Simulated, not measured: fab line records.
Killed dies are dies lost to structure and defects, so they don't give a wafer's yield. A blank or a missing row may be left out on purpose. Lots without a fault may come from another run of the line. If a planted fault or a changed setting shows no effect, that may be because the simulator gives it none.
fab line records	flow gf180mcu
record: lots: 11	wafers: 33	last-day: 34
route steps=602 shown HV_LDD@213 SAB@264
lots that met no fault: from a run of the same line without faults
start-h: start of the lot's first displayed wafer, in hours after the record's first day	wait-h: hours since the lot's step before	" unchanged from the row above	L1.1+2: one row covering several wafers at once	- no value, or no start given	* or withheld: withheld	< > ~ a bound
route shown NAME@n: a module of which the file shows steps, and the number in the route of the first	usual: average and standard deviation across the fault-free wafers	same: alike in all rows	chamber/n: place in a boat	sites: the reading at each site	_std_site: standard deviation across them	_edge_site: inner sites' mean taken away from outer sites' mean	radius-mm: for every site, how far away it sits from the centre of the wafer	mask NAME#n: copy n	behind: the tool/chamber that last shaped the wafer	hold: reason for holding the lot/hours on hold/outcome of the hold	device: names the non-switching transistor (n, p or np)	end of line: tests run on the same wafers once the route is complete	a step without rows: its recipe alone	killed: the dies lost at the first sort to structure and to defects; this is not the yield of the wafer	map: the dies of a wafer, with x for killed, . for not killed, _ for no die there
set.NAME: the setting the step ran with; set.NAME@STEP: the setting that earlier step ran with	model.NAME: the simulator's own value behind a step, which no gauge read
one table for each step of the route and one row for each wafer, over a sample of lots
services: the hour from which a tool's chamber was out of use, counted from the record's first day as start-h (under 0 if before that day), plus the number of hours and why
== steps ==
step: GF_HV_LDD_STRIP_37
recipe: chemistry: O2/N2	power-w: 1400	pressure-mtorr: 1500	platen-temp-c: 250	o2-flow-sccm: 3000	n2-flow-sccm: 300	overash-fraction: 0.5
usual: drypump-motor-current-A: 5.6/0.44	heater-power-w: 313/26	oes-product-au: 0.716/0.0041	platen-temp-c: 250.00/0.18	strip-time-to-endpoint-s: 12.63/0.039
same: overash-fraction: 0.5
lot.wafer	tool	chamber	start-h	wait-h	drypump-motor-current-A	heater-power-w	oes-product-au	platen-temp-c	rf-hours-counter-h	strip-time-to-endpoint-s
L850.2	plasma-asher-03	1	257.22	0.1	6.2	301	0.720	250.32	18	12.66
L850.3	"	1	"	"	6.2	303	0.719	249.88	-	12.66
L850.4	"	0	"	"	5.6	298	0.713	250.25	-	12.64
L852.3	plasma-asher-01	1	268.21	0.1	5.7	354	0.715	250.04	-	12.60
L852.5	"	1	"	"	5.6	354	0.715	250.12	-	12.62
L852.6	"	0	"	"	5.3	314	0.717	250.00	-	12.63
L854.2	plasma-asher-01	1	285.39	0.1	5.6	362	0.713	249.97	54	12.70
L854.4	"	1	"	"	5.6	366	0.718	250.02	-	12.64
L854.6	"	0	"	"	5.3	321	0.713	250.15	-	12.68
L855.1	plasma-asher-02	1	294.74	0.1	6.1	304	0.717	249.98	58	12.66
L855.3	"	0	"	"	4.9	290	0.711	250.27	-	12.63
L855.6	"	1	"	"	6.1	305	0.719	250.12	-	12.60
L860.1	plasma-asher-02	0	334.24	0.1	4.9	292	0.716	250.06	62	12.65
L860.5	"	0	"	"	4.9	293	0.716	250.12	-	12.68
L860.6	"	1	"	"	6.1	309	0.716	250.43	-	12.66
L863.1	plasma-asher-02	0	353.54	0.1	4.9	282	0.715	249.80	64	12.58
L863.2	"	1	"	"	6.1	312	0.717	249.96	64	12.62
L863.4	"	0	"	"	4.9	287	0.716	250.13	-	12.60
L867.3	plasma-asher-01	1	385.85	0.1	5.7	356	0.719	249.78	-	12.60
L867.4	"	0	"	"	5.3	316	0.718	249.96	-	12.58
L867.5	"	0	"	"	5.3	306	0.715	249.96	-	12.60
L868.1	plasma-asher-03	1	391.94	0.1	6.2	310	0.713	249.78	34	12.65
L868.3	"	0	"	"	5.7	288	0.720	249.63	-	12.64
L868.6	"	0	"	"	5.6	289	0.721	250.01	-	12.66
L871.1	plasma-asher-02	1	417.82	0.1	6.1	308	0.712	249.94	71	12.62
L871.3	"	1	"	"	6.1	302	0.717	249.88	-	12.62
L871.5	"	1	"	"	6.1	300	0.713	249.67	-	12.60
L872.2	plasma-asher-01	0	422.09	0.1	5.3	314	0.716	250.38	67	12.64
L872.3	"	0	"	"	5.3	318	0.714	250.19	-	12.59
L872.4	"	1	"	"	5.7	355	0.720	249.78	-	12.61
L873.2	plasma-asher-03	1	432.77	0.1	6.2	302	0.717	249.77	38	12.65
L873.3	"	1	"	"	6.2	306	0.717	250.09	-	12.64
L873.4	"	0	"	"	5.6	287	0.716	250.06	-	12.65
step: GF_HV_LDD_CVD_56
recipe: material: Si3N4	precursor: DCS/NH3	target-thk-nm: 90	temp-c: 770	time-s: 1543	pressure-mtorr: 250
usual: spike-tc-bottom-C: 791.1/2.5	zone-power-centre-pct: 13.0/1.3
lot.wafer	tool	chamber	start-h	wait-h	spike-tc-bottom-C	zone-power-centre-pct
L850.2	lpcvd-02	1	278.44	0.0	792.1	15.1
L850.3	"	1	"	"	792.5	14.7
L850.4	"	1	"	"	790.2	14.8
L852.3	lpcvd-01	1	289.74	0.0	792.8	11.2
L852.5	"	1	"	"	794.6	11.2
L852.6	"	1	"	"	794.3	11.2
L854.2	lpcvd-02	1	307.17	0.0	789.9	15.0
L854.4	"	1	"	"	791.0	14.9
L854.6	"	1	"	"	790.1	15.0
L855.1	lpcvd-01	0	316.87	0.1	787.4	12.2
L855.3	"	0	"	"	789.3	12.3
L855.6	"	0	"	"	788.3	12.2
L860.1	lpcvd-01	1	357.32	0.1	790.9	11.2
L860.5	"	1	"	"	792.2	11.3
L860.6	"	1	"	"	792.2	11.3
L863.1	lpcvd-02	0	377.32	0.1	793.4	13.3
L863.2	"	0	"	"	794.4	13.3
L863.4	"	0	"	"	795.4	13.1
L867.3	lpcvd-02	0	410.39	0.0	795.4	13.4
L867.4	"	0	"	"	793.6	13.3
L867.5	"	0	"	"	794.2	13.1
L868.1	lpcvd-02	0	416.60	0.1	794.0	13.3
L868.3	"	0	"	"	796.6	13.4
L868.6	"	0	"	"	792.8	13.2
L871.1	lpcvd-01	0	443.35	0.1	787.1	12.2
L871.3	"	0	"	"	789.1	12.3
L871.5	"	0	"	"	790.4	12.4
L872.2	lpcvd-02	0	448.30	0.0	793.9	13.0
L872.3	"	0	"	"	795.8	13.3
L872.4	"	0	"	"	795.2	13.4
L873.2	lpcvd-01	0	458.03	0.0	789.0	12.1
L873.3	"	0	"	"	789.6	12.4
L873.4	"	0	"	"	788.0	12.3
step: GF_HV_LDD_THK_MEAS_57
recipe: reads: Si3N4_of_HV_LDD_CVD_56
usual: HV_LDD_CVD_56_THK: 90.1/0.69
lot.wafer	tool	chamber	start-h	wait-h	HV_LDD_CVD_56_THK[nm]
L850.2	film-metro-02	-	279.88	0.0	90.4
L850.3	"	-	"	"	90.1
L850.4	"	-	"	"	89.6
L852.3	film-metro-01	-	291.19	0.0	89.3
L852.5	"	-	"	"	89.7
L852.6	"	-	"	"	90.8
L854.2	film-metro-02	-	308.61	0.0	89.0
L854.4	"	-	"	"	89.1
L854.6	"	-	"	"	89.7
L855.1	film-metro-04	-	318.30	0.0	89.2
L855.3	"	-	"	"	89.4
L855.6	"	-	"	"	89.5
L860.1	film-metro-02	-	358.75	0.0	83.8
L860.5	"	-	"	"	83.4
L860.6	"	-	"	"	83.4
L863.1	film-metro-01	-	378.75	0.0	90.3
L863.2	"	-	"	"	90.1
L863.4	"	-	"	"	90.2
L867.3	film-metro-04	-	411.84	0.0	89.8
L867.4	"	-	"	"	90.3
L867.5	"	-	"	"	90.4
L868.1	film-metro-04	-	418.03	0.0	91.4
L868.3	"	-	"	"	90.9
L868.6	"	-	"	"	91.3
L871.1	film-metro-01	-	444.78	0.0	90.0
L871.3	"	-	"	"	90.0
L871.5	"	-	"	"	90.0
L872.2	film-metro-02	-	449.74	0.0	89.5
L872.3	"	-	"	"	89.6
L872.4	"	-	"	"	89.0
L873.2	film-metro-04	-	460.19	0.0	89.3
L873.3	"	-	"	"	89.5
L873.4	"	-	"	"	89.8
step: GF_HV_LDD_ETCHBACK_58
recipe: chemistry: CH3F/O2	target: Si3N4	stop-on: SiO2	source-w: 400	bias-w: 80	pressure-mtorr: 25	ch3f-flow-sccm: 40	O2_flow_sccm: 30	time-s: 100	target-depth-a: 900
usual: drypump-motor-current-A: 5.7/0.47	oes-product-au: 0.843/0.0057	throttle-valve-pct: 10.561/0.0094
lot.wafer	tool	chamber	start-h	wait-h	drypump-motor-current-A	oes-product-au	rf-hours-counter-h	throttle-valve-pct
L850.2	rie-diel-02	3	279.93	0.0	5.0	0.844	16	10.549
L850.3	"	2	"	"	5.9	0.851	10	10.565
L850.4	"	0	"	"	5.8	0.836	10	10.566
L852.3	rie-diel-02	0	291.23	0.0	5.8	0.827	10	10.559
L852.5	"	2	"	"	5.9	0.845	-	10.548
L852.6	"	3	"	"	5.0	0.849	-	10.552
L854.2	rie-diel-04	2	308.66	0.0	6.4	0.842	24	10.553
L854.4	"	0	"	"	6.1	0.835	5	10.557
L854.6	"	2	"	"	6.4	0.839	-	10.571
L855.1	rie-diel-03	2	318.36	0.1	5.2	0.834	57	10.558
L855.3	"	3	"	"	5.3	0.846	6	10.575
L855.6	"	3	"	"	5.3	0.847	-	10.557
L860.1	rie-diel-03	2	358.81	0.1	5.2	0.806	58	10.546
L860.5	"	2	"	"	5.2	0.805	-	10.550
L860.6	"	3	"	"	5.3	0.813	-	10.541
L863.1	rie-diel-04	1	378.81	0.1	5.2	0.837	4	10.558
L863.2	"	2	"	"	6.5	0.842	26	10.555
L863.4	"	3	"	"	5.9	0.844	93	10.557
L867.3	rie-diel-03	2	411.88	0.0	5.2	0.842	60	10.574
L867.4	"	0	"	"	5.2	0.843	36	10.568
L867.5	"	1	"	"	6.3	0.849	-	10.562
L868.1	rie-diel-03	3	418.09	0.1	5.3	0.859	9	10.566
L868.3	"	1	"	"	6.3	0.857	29	10.566
L868.6	"	3	"	"	5.3	0.847	-	10.559
L871.1	rie-diel-04	0	444.84	0.1	6.2	0.845	9	10.569
L871.3	"	3	"	"	5.8	0.851	95	10.556
L871.5	"	2	"	"	6.5	0.841	-	10.542
L872.2	rie-diel-02	0	449.79	0.0	5.9	0.840	14	10.560
L872.3	"	1	"	"	5.3	0.838	14	10.558
L872.4	"	3	"	"	5.0	0.836	20	10.559
L873.2	rie-diel-03	3	460.24	0.0	5.3	0.832	10	10.561
L873.3	"	1	"	"	6.3	0.835	30	10.559
L873.4	"	0	"	"	5.2	0.837	37	10.539
step: GF_SAB_CVD_00
recipe: material: SiO2	target-thk-nm: 50	precursor: TEOS	temp-c: 400	time-s: 4.9302	rf-w: 600
usual: heater-power-w: 662/72
lot.wafer	tool	chamber	start-h	wait-h	heater-power-w
L850.2	pecvd-03	1	321.63	0.1	636
L850.3	"	2	"	"	701
L850.4	"	0	"	"	583
L852.3	pecvd-04	0	332.78	0.1	622
L852.5	"	1	"	"	659
L852.6	"	2	"	"	581
L854.2	pecvd-01	1	351.62	0.1	701
L854.4	"	1	"	"	699
L854.6	"	2	"	"	696
L855.1	pecvd-03	2	362.76	0.1	688
L855.3	"	0	"	"	584
L855.6	"	2	"	"	668
L860.1	pecvd-04	2	404.43	0.1	722
L860.5	"	2	"	"	717
L860.6	"	0	"	"	627
L863.1	pecvd-01	1	425.41	0.1	726
L863.2	"	0	"	"	787
L863.4	"	0	"	"	799
L867.3	pecvd-01	1	460.07	0.1	644
L867.4	"	1	"	"	638
L867.5	"	0	"	"	827
L868.1	pecvd-04	0	466.60	0.1	631
L868.3	"	1	"	"	663
L868.6	"	0	"	"	630
L871.1	pecvd-01	0	493.20	0.1	885
L871.3	"	2	"	"	749
L871.5	"	1	"	"	567
L872.2	pecvd-03	2	498.17	0.1	607
L872.3	"	1	"	"	582
L872.4	"	0	"	"	747
L873.2	pecvd-04	0	508.73	0.1	622
L873.3	"	1	"	"	603
L873.4	"	2	"	"	580
step: GF_SAB_STRIP_13
recipe: chemistry: O2/N2	power-w: 1400	pressure-mtorr: 1500	platen-temp-c: 250	o2-flow-sccm: 3000	n2-flow-sccm: 300	overash-fraction: 0.5
usual: drypump-motor-current-A: 5.6/0.5	heater-power-w: 328/48	oes-product-au: 0.710/0.0045	platen-temp-c: 249.98/0.18	strip-time-to-endpoint-s: 12.595/0.029
same: overash-fraction: 0.5
lot.wafer	tool	chamber	start-h	wait-h	drypump-motor-current-A	heater-power-w	oes-product-au	platen-temp-c	rf-hours-counter-h	strip-time-to-endpoint-s
L850.2	plasma-asher-02	1	343.04	0.0	6.1	305	0.715	249.84	63	12.584
L850.3	"	1	"	"	6.1	308	0.709	250.33	-	12.563
L850.4	"	0	"	"	4.9	287	0.710	249.73	-	12.559
L852.3	plasma-asher-04	1	353.93	0.0	5.1	330	0.700	250.09	-	12.604
L852.5	"	1	"	"	5.1	336	0.704	249.88	-	12.586
L852.6	"	0	"	"	6.0	419	0.718	250.04	-	12.609
L854.2	plasma-asher-03	1	374.04	0.0	6.2	307	0.709	249.97	32	12.646
L854.4	"	0	"	"	5.6	292	0.708	249.96	-	12.659
L854.6	"	0	"	"	5.6	295	0.712	250.16	-	12.646
L855.1	plasma-asher-02	0	385.04	0.0	4.9	283	0.715	250.05	67	12.580
L855.3	"	0	"	"	4.9	288	0.707	250.22	-	12.627
L855.6	"	0	"	"	4.9	294	0.706	250.25	-	12.593
L860.1	plasma-asher-04	1	427.55	0.0	5.1	324	0.711	249.74	74	12.622
L860.5	"	1	"	"	5.1	327	0.710	249.68	-	12.612
L860.6	"	0	"	"	6.0	411	0.702	249.86	-	12.595
L863.1	plasma-asher-04	0	448.60	0.0	6.0	425	0.710	249.80	76	12.618
L863.2	"	1	"	"	5.1	324	0.716	249.86	76	12.620
L863.4	"	0	"	"	6.0	409	0.713	250.13	-	12.630
L867.3	plasma-asher-04	1	484.03	0.0	5.1	332	0.710	250.05	-	12.595
L867.4	"	0	"	"	6.0	423	0.713	250.20	-	12.580
L867.5	"	0	"	"	6.0	420	0.709	250.30	-	12.623
L868.1	plasma-asher-04	0	490.15	0.0	6.0	418	0.714	250.02	80	12.541
L868.3	"	0	"	"	6.0	427	0.707	249.99	-	12.532
L868.6	"	0	"	"	6.0	419	0.711	250.31	-	12.550
L871.1	plasma-asher-02	0	516.79	0.0	4.9	288	0.698	250.13	9	12.614
L871.3	"	0	"	"	4.9	292	0.708	250.24	-	12.582
L871.5	"	1	"	"	6.1	307	0.714	249.99	-	12.620
L872.2	plasma-asher-04	1	521.74	0.0	5.2	318	0.705	249.64	83	12.592
L872.3	"	0	"	"	6.0	421	0.709	250.04	-	12.588
L872.4	"	1	"	"	5.2	327	0.712	249.95	-	12.623
L873.2	plasma-asher-03	0	531.79	0.0	5.6	289	0.719	249.83	49	12.630
L873.3	"	1	"	"	6.2	307	0.708	249.78	-	12.585
L873.4	"	0	"	"	5.6	289	0.707	249.94	-	12.633
== services ==
tool	chamber	start-h	hours	kind
plasma-asher-02	-	235.04	39.0	pm
plasma-asher-04	-	237.86	19.5	pm
pecvd-04	2	241.98	7.4	repair
plasma-asher-01	-	252.58	7.6	repair
pecvd-01	-	253.53	0.9	repair
lpcvd-02	-	253.83	6.1	pm
rie-diel-03	-	262.05	0.4	repair
rie-diel-03	0	271.42	60.2	repair
pecvd-04	1	272.62	4.6	repair
pecvd-01	2	293.98	3.9	repair
pecvd-01	-	328.05	5.8	repair
rie-diel-03	2	341.73	11.7	repair
pecvd-04	2	346.27	11.1	repair
lpcvd-01	-	351.92	0.6	repair
plasma-asher-01	-	367.41	3.9	repair
plasma-asher-04	-	371.50	4.3	pm
lpcvd-02	-	389.27	8.5	repair
lpcvd-01	-	409.12	2.8	pm
rie-diel-03	2	418.61	9.4	repair
plasma-asher-02	-	421.25	9.0	pm
lpcvd-01	-	435.97	0.6	repair
rie-diel-03	2	452.59	1.7	repair
lpcvd-01	-	494.68	0.3	repair
plasma-asher-04	-	519.29	1.7	repair
== key ==
first-sign: step: GF_HV_LDD_THK_MEAS_57	reading: HV_LDD_CVD_56_THK	direction: down	sigmas: 9.5	usual: 90.1	struck: 83.5
effect: step: GF_HV_LDD_ETCHBACK_58	reading: oes-product-au	direction: down	sigmas: 6.1	usual: 0.843	struck: 0.808
met-at GF_HV_LDD_CVD_56
struck-lots L860
struck-wafers L860.1,L860.5,L860.6
tester-left-out L860
not-acting-at GF_HV_LDD_STRIP_37,GF_SAB_CVD_00,GF_SAB_STRIP_13
onset-between 289.74 357.32
fault: kind: process-parameter-drift	tool: lpcvd-01	chamber: 1	onset-h: 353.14	steps: GF_HV_LDD_CVD_56	channel: target-thk-nm	offset: -7.4534	shape: step	end-h: 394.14	acts-in: these-recipes-only	stated: 90
tester-left-out: of these lots the tester's yield and bins aren't shown, on N5 and GAA mostly nor the transistor test; their killed dies are dies lost to structure and defects alone, not to doping, threshold or leakage, so they don't give the yield
